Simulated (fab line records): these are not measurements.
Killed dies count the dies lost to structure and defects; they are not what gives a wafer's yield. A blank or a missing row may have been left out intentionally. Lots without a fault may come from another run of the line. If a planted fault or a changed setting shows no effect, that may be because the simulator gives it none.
Matching of chambers    flow sky130    4 sister chambers for SKY_FIELD_ISO_CMP_27 on cmp-01
The step polishes, stops on Si3N4, t overpolish 16 s, target thk 457.8 nm. 4 wafers are shown with their chamber, then 7 later ones without.

## EACH WAFER AND ITS CHAMBER
wafer   chamber  motor current A (A)
L796.6  1        11.7
L799.1  2        11.6
L802.3  0        14.3
L802.4  3        12.7

## WAFERS MISSING THEIR CHAMBER
wafer   motor current A (A)
L802.6  12.3
L804.1  11.9
L804.2  12.6
L804.4  11.8
L805.2  11.9
L805.4  12.8
L805.6  11.4

## WHICH CHAMBER EACH WENT THROUGH
wafer   from the rows above           in truth
L802.6  can't be placed: 3 or 1 or 2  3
L804.1  can't be placed: 1 or 2       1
L804.2  3                             3
L804.4  can't be placed: 1 or 2       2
L805.2  can't be placed: 1 or 2       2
L805.4  3                             3
L805.6  can't be placed: 2 or 1       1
Placed correctly: 2 of 7. From these rows, 5 cannot be placed; in 5 the true chamber is one of the candidates. 0 placed wrongly.
How it was worked out, from the rows above alone: a wafer's distance from a chamber is the root of the sum, over the readings, of the square of ((its reading less the chamber's mean) divided by the reading's scatter). The wafer belongs to the nearest chamber; if the next one is less than 2 further off, it can't be placed. A chamber's mean is the mean of its shown wafers. The scatter: root of mean squared gap, hidden wafer to nearest shown wafer, with one shown wafer a chamber.
